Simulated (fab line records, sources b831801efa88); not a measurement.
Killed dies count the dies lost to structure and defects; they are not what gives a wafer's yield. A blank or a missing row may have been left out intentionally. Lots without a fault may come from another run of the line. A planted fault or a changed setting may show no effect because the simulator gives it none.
What tool caused it? || flow sfq_line || 14 lots with 42 wafers sampled at 2 steps, on a route of 325 steps

== WHAT THE GAUGES SHOWED, per wafer ==
SFQ_M1_OVL_MEAS_911.
{"lot": "L834", "measured": "day 10 20:14", "on": "overlay-01", "M1_OVL (nm)": "0 -7 -2"}
{"lot": "L836", "measured": "day 16 00:20", "on": "overlay-02", "M1_OVL (nm)": "0 2 1"}
{"lot": "L837", "measured": "day 16 20:09", "on": "overlay-01", "M1_OVL (nm)": "-8 -13 -8"}
{"lot": "L838", "measured": "day 22 05:32", "on": "overlay-01", "M1_OVL (nm)": "-8 -11 -11"}
{"lot": "L840", "measured": "day 23 12:52", "on": "overlay-02", "M1_OVL (nm)": "-9 -2 3"}
{"lot": "L842", "measured": "day 25 02:04", "on": "overlay-01", "M1_OVL (nm)": "-16 -16 -12"}
{"lot": "L844", "measured": "day 26 06:52", "on": "overlay-02", "M1_OVL (nm)": "3 0 2"}
{"lot": "L846", "measured": "day 27 16:55", "on": "overlay-02", "M1_OVL (nm)": "-2 -1 0"}
{"lot": "L848", "measured": "day 28 06:07", "on": "overlay-01", "M1_OVL (nm)": "-6 -6 0"}
{"lot": "L849", "measured": "day 28 12:07", "on": "overlay-02", "M1_OVL (nm)": "-10 -8 -18"}
{"lot": "L850", "measured": "day 28 14:32", "on": "overlay-02", "M1_OVL (nm)": "2 4 3"}
{"lot": "L851", "measured": "day 28 15:43", "on": "overlay-01", "M1_OVL (nm)": "3 11 4"}
{"lot": "L853", "measured": "day 28 21:43", "on": "overlay-02", "M1_OVL (nm)": "9 8 6"}
{"lot": "L857", "measured": "day 29 08:32", "on": "overlay-02", "M1_OVL (nm)": "-1 5 6"}

SFQ_M2_OVL_MEAS_916.
{"lot": "L834", "measured": "day 15 21:47", "on": "overlay-01", "M2_OVL (nm)": "6 3 3"}
{"lot": "L836", "measured": "day 18 09:19", "on": "overlay-02", "M2_OVL (nm)": "-5 -8 0"}
{"lot": "L837", "measured": "day 18 10:31", "on": "overlay-02", "M2_OVL (nm)": "-2 -1 -6"}
{"lot": "L838", "measured": "day 29 08:26", "on": "overlay-01", "M2_OVL (nm)": "11 12 10"}
{"lot": "L840", "measured": "day 30 18:20", "on": "overlay-02", "M2_OVL (nm)": "2 -3 -4"}
{"lot": "L842", "measured": "day 32 07:21", "on": "overlay-01", "M2_OVL (nm)": "9 6 13"}
{"lot": "L844", "measured": "day 33 03:52", "on": "overlay-01", "M2_OVL (nm)": "3 -6 -1"}
{"lot": "L846", "measured": "day 35 07:50", "on": "overlay-01", "M2_OVL (nm)": "-3 -8 -3"}
{"lot": "L848", "measured": "day 35 10:15", "on": "overlay-01", "M2_OVL (nm)": "-7 -6 -6"}
{"lot": "L849", "measured": "day 35 13:51", "on": "overlay-01", "M2_OVL (nm)": "-6 1 -8"}
{"lot": "L850", "measured": "day 35 16:16", "on": "overlay-01", "M2_OVL (nm)": "0 1 7"}
{"lot": "L851", "measured": "day 35 17:26", "on": "overlay-01", "M2_OVL (nm)": "0 4 3"}
{"lot": "L853", "measured": "day 40 23:10", "on": "overlay-01", "M2_OVL (nm)": "-3 4 -3"}
{"lot": "L857", "measured": "day 41 08:47", "on": "overlay-01", "M2_OVL (nm)": "4 3 0"}

== WHAT TOOL EACH LOT RAN ON (gives the tool, then ch and the chambers of the sampled wafers, and finally the start) ==
The record shows no process step preceding these readings.

== AS READ BY THE TOOLS THEMSELVES (means over the sampled wafers that have a number; for cases with no such wafer, the mark the record gives instead) ==
The record holds no such reading with a usual standard deviation.

== THE ANSWER, worked out from the rows above alone ==
Rule: the lots themselves supply what counts as usual. The widest of any qualifying gaps counts: lots, ordered by their means at a reading, are off when they make up no more than a third of the lots, leave a main group of 4 or more, and stand apart from it by 3 or more times the standard deviation of that group's means. A main group is skipped when, at the precision printed for the reading in the tables above, its means are all equal. A lot without any number at a reading at which 4 lots or more have one is off too. All remaining lots with rows at the step are treated as sound. After the gauges, taken in route order, come the tools' own readings; for these a lot's mean is taken, as printed above. The first step at which some lot is off is used, and at that step the reading that is off furthest; a lot without a number counts as furthest.
None of the lots is off at any reading shown; this tells nothing.

== WHAT WAS PUT IN BY THE SIMULATOR ==
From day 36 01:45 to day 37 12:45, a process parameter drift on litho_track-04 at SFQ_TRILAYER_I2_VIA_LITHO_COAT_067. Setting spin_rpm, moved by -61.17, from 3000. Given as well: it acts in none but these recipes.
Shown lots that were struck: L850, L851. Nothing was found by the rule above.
